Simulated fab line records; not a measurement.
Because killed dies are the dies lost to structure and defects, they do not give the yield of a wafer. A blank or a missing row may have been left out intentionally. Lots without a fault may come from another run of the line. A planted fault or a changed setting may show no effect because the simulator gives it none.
Which tool did it?    flow gf180mcu    24 lots, 72 wafers sampled, at 6 steps of a route of 602

WHAT THE GAUGES READ, wafer by wafer
GF_M3_CD_MEAS_14: the cd target is 280 nm. Usual: cd-nm at 279.5 nm, with a standard deviation of 0.99.
lot   measured      on         cd-nm (nm)         flag
L074  day 20 23:54  cd-sem-01  279.2 279.5 280.6  
L075  day 21 13:48  cd-sem-01  277.4 277.5 278.3  
L076  day 22 05:50  cd-sem-01  278.6 278.8 278.3  
L077  day 22 07:12  cd-sem-02  280.1 280.4 279.0  
L078  day 22 20:56  cd-sem-01  280.3 277.9 279.3  
L079  day 23 06:01  cd-sem-02  280.9 281.4 281.2  
L080  day 23 17:29  cd-sem-02  279.2 281.1 281.8  
L081  day 23 20:24  cd-sem-01  277.8 277.7 278.4  
L082  day 24 04:04  cd-sem-01  278.4 277.9 277.6  
L083  day 24 13:55  cd-sem-01  278.8 279.4 279.7  
L084  day 25 00:08  cd-sem-01  279.6 281.1 279.4  
L085  day 25 07:28  cd-sem-01  279.9 281.3 280.2  
L086  day 25 17:16  cd-sem-01  278.9 279.3 279.3  
L087  day 25 23:00  cd-sem-01  279.9 279.5 279.6  
L088  day 26 05:24  cd-sem-01  280.5 279.9 280.8  
L089  day 26 20:37  cd-sem-01  279.2 278.5 279.3  
L090  day 27 01:17  cd-sem-01  279.4 279.2 279.4  
L091  day 27 10:22  cd-sem-01  280.7 279.0 280.0  
L092  day 27 11:20  cd-sem-01  280.6 280.5 280.9  
L093  day 28 11:43  cd-sem-01  278.9 279.3 278.8  
L094  day 28 15:32  cd-sem-01  278.5 279.8 279.1  
L095  day 28 18:19  cd-sem-01  280.4 280.8 278.7  
L096  day 28 23:29  cd-sem-01  279.0 279.6 278.5  
L097  day 29 03:33  cd-sem-01  280.0 279.5 280.2  

GF_V3_OVL_MEAS_15. Usual: V3_OVL gives -1 nm (standard deviation 5.5).
lot   measured      on          V3_OVL (nm)  flag
L074  day 22 00:41  overlay-02  -10 -5 -4    
L075  day 22 15:02  overlay-01  -3 -3 1      
L076  day 23 06:01  overlay-02  -7 -2 -1     
L077  day 23 07:37  overlay-01  7 5 -2       
L078  day 23 21:16  overlay-01  -1 -8 -4     
L079  day 24 05:53  overlay-02  -13 -6 -8    
L080  day 24 16:58  overlay-02  -1 0 1       
L081  day 24 20:02  overlay-01  -3 -6 -1     
L082  day 25 03:26  overlay-01  -9 3 -4      
L083  day 25 12:46  overlay-02  12 7 8       
L084  day 25 23:13  overlay-01  -6 -2 -2     
L085  day 26 06:12  overlay-02  -3 -1 -6     
L086  day 26 15:40  overlay-02  4 -3 -7      
L087  day 26 21:11  overlay-02  3 -4 2       
L088  day 27 03:38  overlay-02  -3 -5 0      
L089  day 28 11:56  overlay-01  1 14 0       
L090  day 28 14:07  overlay-01  3 -1 4       
L091  day 28 16:08  overlay-02  -2 -1 3      
L092  day 28 16:30  overlay-01  -4 4 10      
L093  day 28 22:08  overlay-01  -4 -3 -1     
L094  day 29 04:16  overlay-01  -7 -6 -6     
L095  day 29 09:16  overlay-01  -6 -7 -8     
L096  day 29 18:15  overlay-02  6 3 3        
L097  day 29 23:46  overlay-02  -3 -2 6      

GF_V5_BOW_MEAS_05. Usual: V5_BOW gives 133 um (standard deviation 9.5).
lot   measured      on             V5_BOW (um)  flag
L074  day 26 00:42  film-metro-03  127 130 130  
L075  day 26 13:11  film-metro-02  139 124 135  
L076  day 27 03:02  film-metro-04  135 131 124  
L077  day 27 04:34  film-metro-03  150 157 137  
L078  day 28 12:47  film-metro-02  141 130 130  
L079  day 28 16:08  film-metro-02  145 154 153  
L080  day 28 18:52  film-metro-02  143 141 137  
L081  day 28 20:53  film-metro-03  131 135 139  
L082  day 28 21:04  film-metro-04  126 117 129  
L083  day 28 21:21  film-metro-04  134 135 134  
L084  day 29 13:37  film-metro-03  150 136 134  
L085  day 30 00:54  film-metro-04  130 135 134  
L086  day 30 08:23  film-metro-02  129 120 124  
L087  day 30 15:23  film-metro-04  123 131 143  
L088  day 30 20:14  film-metro-02  116 116 127  
L089  day 31 10:02  film-metro-04  150 151 142  
L090  day 31 12:29  film-metro-04  130 144 131  
L091  day 31 18:03  film-metro-02  155 143 144  
L092  day 31 18:00  film-metro-04  134 123 127  
L093  day 32 03:17  film-metro-03  120 128 128  
L094  day 32 10:07  film-metro-04  125 133 125  
L095  day 32 13:26  film-metro-04  127 130 128  
L096  day 32 21:27  film-metro-03  138 142 126  
L097  day 33 04:07  film-metro-03  131 131 133  

EACH LOT AND THE TOOL THAT RAN IT (in order: tool; ch and the chambers of the sampled wafers; start)
lot   GF_V2_STRIP_18                        GF_M3_SPUTTER_03              GF_V3_ETCH_17
L074  plasma-asher-02 ch 0,1, day 19 23:01  pvd-sputter-03, day 20 00:24  rie-diel-03 ch 0,1,3, day 26 00:42 or earlier
L075  plasma-asher-03 ch 0,1, day 20 12:40  pvd-sputter-02, day 20 14:01  rie-diel-01 ch 0,2,3, day 26 13:11 or earlier
L076  plasma-asher-02 ch 0,1, day 21 04:20  pvd-sputter-04, day 21 05:43  rie-diel-01 ch 0,2,3, day 27 03:02 or earlier
L077  plasma-asher-01 ch 0,1, day 21 06:04  pvd-sputter-04, day 21 07:28  rie-diel-03 ch 2,3, day 27 04:34 or earlier
L078  plasma-asher-01 ch 0,1, day 21 20:34  pvd-sputter-04, day 21 22:01  rie-diel-02 ch 0,1,3, day 28 12:47 or earlier
L079  plasma-asher-01 ch 0,1, day 22 04:55  pvd-sputter-04, day 22 06:19  rie-diel-03 ch 1,2,3, day 28 16:08 or earlier
L080  plasma-asher-01 ch 0,1, day 22 16:25  pvd-sputter-04, day 22 18:04  rie-diel-03 ch 0,1,3, day 28 18:52 or earlier
L081  plasma-asher-02 ch 0,1, day 22 21:10  pvd-sputter-02, day 22 22:35  rie-diel-03 ch 1,3, day 28 20:53 or earlier
L082  plasma-asher-01 ch 0,1, day 23 03:38  pvd-sputter-02, day 23 05:01  rie-diel-01 ch 1,2,3, day 28 21:04 or earlier
L083  plasma-asher-01 ch 0,1, day 23 14:34  pvd-sputter-03, day 23 15:58  rie-diel-01 ch 2,3, day 28 21:21 or earlier
L084  plasma-asher-02 ch 0,1, day 24 00:53  pvd-sputter-04, day 24 02:16  rie-diel-01 ch 0,2,3, day 29 13:37 or earlier
L085  plasma-asher-01 ch 0,1, day 24 08:28  pvd-sputter-04, day 24 09:51  rie-diel-03 ch 2,3, day 30 00:54 or earlier
L086  plasma-asher-02 ch 0,1, day 24 18:08  pvd-sputter-04, day 24 19:31  rie-diel-01 ch 0,3, day 30 08:23 or earlier
L087  plasma-asher-01 ch 0,1, day 24 22:50  pvd-sputter-02, day 25 01:22  rie-diel-03 ch 2,3, day 30 15:23 or earlier
L088  plasma-asher-02 ch 0,1, day 25 06:36  pvd-sputter-03, day 25 07:58  rie-diel-02 ch 1,2, day 30 20:14 or earlier
L089  plasma-asher-03 ch 0,1, day 25 22:14  pvd-sputter-03, day 25 23:41  rie-diel-02 ch 0,1,2, day 31 10:02 or earlier
L090  plasma-asher-01 ch 0,1, day 26 02:49  pvd-sputter-03, day 26 04:13  rie-diel-03 ch 0,2, day 31 12:29 or earlier
L091  plasma-asher-02 ch 0,1, day 26 07:52  pvd-sputter-03, day 26 09:16  rie-diel-01 ch 1,2,3, day 31 18:03 or earlier
L092  plasma-asher-02 ch 0,1, day 26 10:11  pvd-sputter-02, day 26 11:36  rie-diel-03 ch 1,3, day 31 18:00 or earlier
L093  plasma-asher-02 ch 0,1, day 26 20:11  pvd-sputter-02, day 26 21:37  rie-diel-03 ch 0,1, day 32 03:17 or earlier
L094  plasma-asher-02 ch 0,1, day 27 10:17  pvd-sputter-03, day 27 11:41  rie-diel-02 ch 0,1,3, day 32 10:07 or earlier
L095  plasma-asher-03 ch 0,1, day 27 12:20  pvd-sputter-04, day 27 13:46  rie-diel-03 ch 0,2,3, day 32 13:26 or earlier
L096  plasma-asher-02 ch 0,1, day 28 12:14  pvd-sputter-04, day 28 13:53  rie-diel-01 ch 1,2,3, day 32 21:27 or earlier
L097  plasma-asher-02 ch 0,1, day 28 14:59  pvd-sputter-04, day 28 16:35  rie-diel-03 ch 0,1,3, day 33 04:07 or earlier
- GF_V2_STRIP_18: strips in O2/N2.
- GF_M3_SPUTTER_03: material Ti, target thk 10 nm, time 6.7 s.
- GF_V3_ETCH_17: etches SiO2 in C4F8/O2/Ar, stops on TiN, target depth 635 nm.

AS READ BY THE TOOLS THEMSELVES (means over the sampled wafers that have a number; for cases with no such wafer, the mark the record gives instead)
GF_V2_STRIP_18. Usual: drypump-motor-current-A 5.9 A, standard deviation 0.4; heater-power-w 339 W, standard deviation 26; o2-flow-sccm 2999 sccm, standard deviation 9.5; oes-product-au 0.585 a.u., standard deviation 0.0051; platen-temp-c 249.98 C, standard deviation 0.19.
lot   tool             drypump-motor-current-A (A)  heater-power-w (W)  o2-flow-sccm (sccm)  oes-product-au (a.u.)  platen-temp-c (C)  flag
L074  plasma-asher-02  5.8                          351                 2999                 0.585                  250.05             
L075  plasma-asher-03  5.7                          299                 3000                 0.588                  249.98             
L076  plasma-asher-02  5.9                          356                 2999                 0.581                  249.80             
L077  plasma-asher-01  6.2                          328                 2992                 0.585                  249.67             
L078  plasma-asher-01  5.9                          342                 2993                 0.582                  250.05             
L079  plasma-asher-01  5.8                          344                 2996                 0.581                  249.97             
L080  plasma-asher-01  6.2                          327                 2991                 0.585                  250.14             
L081  plasma-asher-02  5.8                          348                 3001                 0.583                  249.84             
L082  plasma-asher-01  6.2                          330                 3007                 0.590                  249.87             
L083  plasma-asher-01  5.8                          345                 2997                 0.583                  249.88             
L084  plasma-asher-02  6.0                          351                 2989                 0.586                  249.96             
L085  plasma-asher-01  5.8                          346                 2984                 0.590                  249.93             
L086  plasma-asher-02  5.9                          358                 3003                 0.584                  250.25             
L087  plasma-asher-01  6.2                          323                 2994                 0.588                  250.01             
L088  plasma-asher-02  5.8                          345                 2998                 0.587                  250.08             
L089  plasma-asher-03  5.7                          300                 2997                 0.585                  249.84             
L090  plasma-asher-01  6.2                          329                 3009                 0.585                  250.04             
L091  plasma-asher-02  5.9                          356                 3005                 0.583                  250.26             
L092  plasma-asher-02  5.8                          344                 2998                 0.587                  249.83             
L093  plasma-asher-02  5.9                          347                 2996                 0.592                  250.03             
L094  plasma-asher-02  5.8                          353                 3002                 0.582                  250.07             
L095  plasma-asher-03  5.7                          298                 3008                 0.588                  250.00             
L096  plasma-asher-02  5.9                          350                 2999                 0.583                  250.01             
L097  plasma-asher-02  5.8                          352                 3006                 0.579                  249.97             

GF_M3_SPUTTER_03. Usual: cathode-dc-power-W 3000.0 W, standard deviation 0.57; throttle-valve-pct 30.4 %, standard deviation 0.8.
lot   tool            cathode-dc-power-W (W)  throttle-valve-pct (%)  flag
L074  pvd-sputter-03  3000.0                  30.8                    
L075  pvd-sputter-02  3000.5                  30.4                    
L076  pvd-sputter-04  3000.0                  30.4                    
L077  pvd-sputter-04  3000.4                  30.8                    
L078  pvd-sputter-04  3000.2                  29.7                    
L079  pvd-sputter-04  3000.1                  30.3                    
L080  pvd-sputter-04  3000.6                  30.3                    
L081  pvd-sputter-02  2999.7                  31.5                    
L082  pvd-sputter-02  2999.6                  30.8                    
L083  pvd-sputter-03  2999.5                  30.7                    
L084  pvd-sputter-04  2999.9                  30.2                    
L085  pvd-sputter-04  2999.7                  29.8                    
L086  pvd-sputter-04  3000.1                  29.9                    
L087  pvd-sputter-02  3000.1                  30.0                    
L088  pvd-sputter-03  3000.2                  30.4                    
L089  pvd-sputter-03  3000.1                  31.1                    
L090  pvd-sputter-03  2999.6                  30.8                    
L091  pvd-sputter-03  3000.5                  30.4                    
L092  pvd-sputter-02  3000.4                  30.9                    
L093  pvd-sputter-02  2999.8                  30.5                    
L094  pvd-sputter-03  3000.1                  30.8                    
L095  pvd-sputter-04  3000.1                  30.3                    
L096  pvd-sputter-04  3000.7                  29.8                    
L097  pvd-sputter-04  2999.6                  29.7                    

GF_V3_ETCH_17. Usual: oes-product-au at 0.855 a.u., with a standard deviation of 0.0048.
lot   tool         oes-product-au (a.u.)  flag
L074  rie-diel-03  0.855                  
L075  rie-diel-01  0.850                  
L076  rie-diel-01  0.852                  
L077  rie-diel-03  0.855                  
L078  rie-diel-02  0.852                  
L079  rie-diel-03  0.850                  
L080  rie-diel-03  0.855                  
L081  rie-diel-03  0.858                  
L082  rie-diel-01  0.853                  
L083  rie-diel-01  0.856                  
L084  rie-diel-01  0.854                  
L085  rie-diel-03  0.861                  
L086  rie-diel-01  0.857                  
L087  rie-diel-03  0.852                  
L088  rie-diel-02  0.852                  
L089  rie-diel-02  0.854                  
L090  rie-diel-03  0.855                  
L091  rie-diel-01  0.855                  
L092  rie-diel-03  0.852                  
L093  rie-diel-03  0.853                  
L094  rie-diel-02  0.852                  
L095  rie-diel-03  0.858                  
L096  rie-diel-01  0.858                  
L097  rie-diel-03  0.860                  

THE ANSWER, worked out from the rows above alone
Rule: a lot counts as off when the mean over its wafers that have a number is more than 3 standard deviations away from the usual mean. A lot without any number at a reading at which 4 lots or more have one is off too. The other lots that the step has rows for count as sound. After the gauges, taken in route order, come the tools' own readings; for these a lot's mean is taken, as printed above. The first step at which some lot is off is used, and at that step the reading that is off furthest; a lot without a number counts as furthest.
Nothing can be told from this: no lot is off at any reading shown.

WHAT WAS PUT IN BY THE SIMULATOR
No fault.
